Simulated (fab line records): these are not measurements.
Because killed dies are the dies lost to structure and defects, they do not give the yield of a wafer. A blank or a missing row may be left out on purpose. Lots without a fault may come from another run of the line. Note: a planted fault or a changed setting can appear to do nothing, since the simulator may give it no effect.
A lot that was struck, set against a sound lot    flow sky130    19 steps out of a route of 708
Sound: wafers L407.2, L407.5, L407.6. Struck: wafers L405.1, L405.2, L405.5. At the end, the cause is stated.
Order at every step that has rows: each side's tool, ch and its chambers, its first start. Under that, the readings that differ: sound wafers    struck wafers    difference of the means    sigmas: that difference in standard deviations of wafers without a fault.
alike: same words and numbers on both sides, and readings whose means sit less than 2 such deviations apart. not compared: any withheld reading, any reading some wafer has no value for, any bound like >300 that may hide the same value, and any number with overlapping values for which the record gives no deviation.
A row with sigmas, a row that says differs or no value, or rows on one side alone: a step with any of these is where the two part. When numbers do not overlap yet have no deviation, they are printed without sigmas and do not part them. Lack of a reading on every wafer of one side parts them only where that side has two or more wafers.

first, 1 step without rows for these wafers: SKY_FIELD_ISO_ANNEAL_26 (time 1800 s).
SKY_FIELD_ISO_CMP_27: polishes, stops on Si3N4, t overpolish 16 s, target thk 457.8 nm.
  sound on cmp-02 ch 0,1,2, day 6 13:05; struck on cmp-01 ch 1,3, day 6 02:52
  alike: head-pressure-psi, motor-current-A, overpolish-run-s, time-to-endpoint-s
then, 5 steps without rows for these wafers: SKY_FIELD_ISO_WET_ETCH_28 (etches SiO2 in dHF, target depth 23.7 nm, time 47 s); SKY_FIELD_ISO_WET_ETCH_29 (etches Si3N4 in H3PO4, target depth 160 nm, time 1825 s); SKY_FIELD_ISO_WET_ETCH_30 (etches SiO2 in dHF, target depth 25 nm, time 50 s); SKY_NWELL_CLEAN_00 (cleans in SC1/SC2, time 150 s); SKY_NWELL_OXIDATION_01 (stabilise 600 s, purge 300 s, target thk 10 nm).
SKY_NWELL_THK_MEAS_02:
  struck on film-metro-01, day 6 06:49; sound on film-metro-04, day 6 16:29
  alike: NWELL_OXIDATION_THK
then, 4 steps without rows for these wafers: SKY_DNWELL_DEHYDRATE_00 (time 60 s); SKY_DNWELL_HMDS_01 (prime time 60 s); SKY_DNWELL_COAT_02 (resist thk 3000 nm); SKY_DNWELL_SOFTBAKE_03.
SKY_DNWELL_EXPOSE_04: exposes mask DNM, target cd 3000 nm.
  struck on iline-stepper-02, day 6 16:07; sound on iline-stepper-02 ch 0, day 7 02:39
  no value came back on the struck wafers for exposure-dose-mJ-cm2, focus-offset-nm (nm), stage-vel-mm-s (mm/s); on the sound wafers exposure-dose-mJ-cm2 reads 221.81 221.72 221.81
  alike: mask
then, 3 steps without rows for these wafers: SKY_DNWELL_PEB_05; SKY_DNWELL_DEVELOP_06 (develop time 60 s); SKY_DNWELL_IMPLANT_07.
SKY_DNWELL_STRIP_08: strips in O2/N2.
  sound on plasma-asher-04 ch 0,1, day 7 12:17; struck on plasma-asher-02 ch 0,1, day 7 01:49
  alike: drypump-motor-current-A, oes-product-au, strip-time-to-endpoint-s
  not compared: rf-hours-counter-h
SKY_DNWELL_TW_MEAS_09:
  struck on film-metro-02, day 7 01:55; sound on film-metro-02, day 7 12:23
reading    sound           struck    difference  sigmas
DNWELL_TW  1107 1106 1109  30 30 30  -1077       -99 or more
then, 1 step without rows for these wafers: SKY_PWDE_DEHYDRATE_00 (time 60 s).

== WHERE THEY PART ==
First at SKY_DNWELL_EXPOSE_04; last, within this record, at SKY_DNWELL_TW_MEAS_09.

WHY: what had been put in by the simulator
Skipped step whole: iline-stepper-02, from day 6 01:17 on, at SKY_DNWELL_EXPOSE_04. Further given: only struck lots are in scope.
